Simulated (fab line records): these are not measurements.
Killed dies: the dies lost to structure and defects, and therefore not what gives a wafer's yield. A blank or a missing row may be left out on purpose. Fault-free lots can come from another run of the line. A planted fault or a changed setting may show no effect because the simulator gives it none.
Comparing a struck lot with a sound one ; flow sky130 ; 18 out of 708 route steps
Sound: the wafers L602.1, L602.4, L602.6. Struck: wafers L608.2, L608.3, L608.6. The cause is named last.
Per side, at each step with rows, come the tool, then ch with its chambers, and then its first start. Under that, the readings that differ: sound wafers ; struck wafers ; difference of the means ; sigmas: that difference in standard deviations of wafers without a fault.
alike: a reading whose means differ by less than 2 such deviations, as well as words and numbers matching on both sides. not compared: withheld readings; readings where some wafer has no value; bounds like >300 that might hide an equal value; numbers whose values overlap and for which the record gives no deviation.
Wherever a step has rows on one side only, a row that says differs or no value, or a row with sigmas, the two part there. Numbers that don't overlap but have no deviation are shown without sigmas and don't part them. A reading missing from all wafers of one side parts the sides only when that side holds two or more wafers.

SKY_SONOS_ONO_OVL_MEAS_14:
  struck on overlay-01, day 16 04:45; sound on overlay-02, day 14 21:57
reading;sound;struck;difference;sigmas
SONOS_ONO_OVL (nm);-0.7 0.4 0.6;-3.3 -2.9 -2.0;-2.8;-2
SKY_SONOS_ONO_ETCH_15: etches the open film in CHF3/O2, target depth 19.52 nm, time 7.8 s.
  sound on rieDiel-01 ch 0,2,3, day 14 21:59; struck on rieDiel-02 ch 0,2, day 16 04:47
  alike: drypumpMotorCurrentA, oesProductAu, throttleValvePct
  not compared: rfHoursCounterH
then, 1 step without rows for these wafers: SKY_SONOS_ONO_WET_ETCH_16 (etches SiO2 in dHF, target depth 14 nm, time 280 s).
SKY_SONOS_ONO_STRIP_17: strips in O2/N2.
  sound on plasmaAsher-03 ch 0,1, day 14 22:05; struck on plasmaAsher-02 ch 0,1, day 16 04:53
  alike: drypumpMotorCurrentA, n2FlowSccm, oesProductAu, stripTimeToEndpointS
  not compared: rfHoursCounterH
then, 3 steps without rows for these wafers: SKY_SONOS_ONO_WET_ETCH_18 (etches Si3N4 in H3PO4, target depth 15 nm, time 172 s); SKY_GATE_OXIDE_CLEAN_00 (cleans in SC1/SC2, time 150 s); SKY_GATE_OXIDE_OXIDATION_01 (stabilise 600 s, purge 300 s, target thk 10.268 nm).
SKY_GATE_OXIDE_THK_MEAS_02:
  struck on filmMetro-02, day 16 07:29; sound on filmMetro-02, day 15 00:21
  alike: GATE_OXIDE_OXIDATION_00_THK
then, 4 steps without rows for these wafers: SKY_GATE_OXIDE_DEHYDRATE_03 (time 60 s); SKY_GATE_OXIDE_HMDS_04 (prime time 60 s); SKY_GATE_OXIDE_COAT_05 (resist thk 1140 nm); SKY_GATE_OXIDE_SOFTBAKE_06 (time 60 s).
SKY_GATE_OXIDE_EXPOSE_07: exposes mask LVOM, target cd 600 nm.
  sound on ilineStepper-02 ch 0, day 15 13:58; struck on ilineStepper-02 ch 0, day 16 21:35
reading;sound;struck;difference;sigmas
model.GATE_OXIDE.overlayXNm (nm);0.7859 0.7859 0.7859;196.6 196.6 196.6;+195.8;
  alike: mask
then, 2 steps without rows for these wafers: SKY_GATE_OXIDE_PEB_08; SKY_GATE_OXIDE_DEVELOP_09 (develop time 60 s).
SKY_GATE_OXIDE_OVL_MEAS_10:
  struck on overlay-02, day 17 12:02; sound on overlay-02, day 16 03:38
reading;sound;struck;difference;sigmas
GATE_OXIDE_OVL (nm);3.3 1.8 1.4;196.6 198.0 196.8;+195.0;+99 or more
following that, these wafers have no rows for 1 step: SKY_GATE_OXIDE_IMPLANT_11.
-- a jump in the record: the struck wafers' starts before and after are 31 days apart (it breaks off in module GATE_OXIDE and resumes in module PAD_OPEN, where the first step shown is number 708 of the route) --
SKY_PAD_OPEN_PROBE_99:
  only the struck wafers here have rows in the record (prober-02, day 48 10:38); the sound ones have none

== WHERE THEY PART ==
At SKY_SONOS_ONO_OVL_MEAS_14 first; at SKY_PAD_OPEN_PROBE_99 last (within this record only).

WHY: the cause the simulator had injected
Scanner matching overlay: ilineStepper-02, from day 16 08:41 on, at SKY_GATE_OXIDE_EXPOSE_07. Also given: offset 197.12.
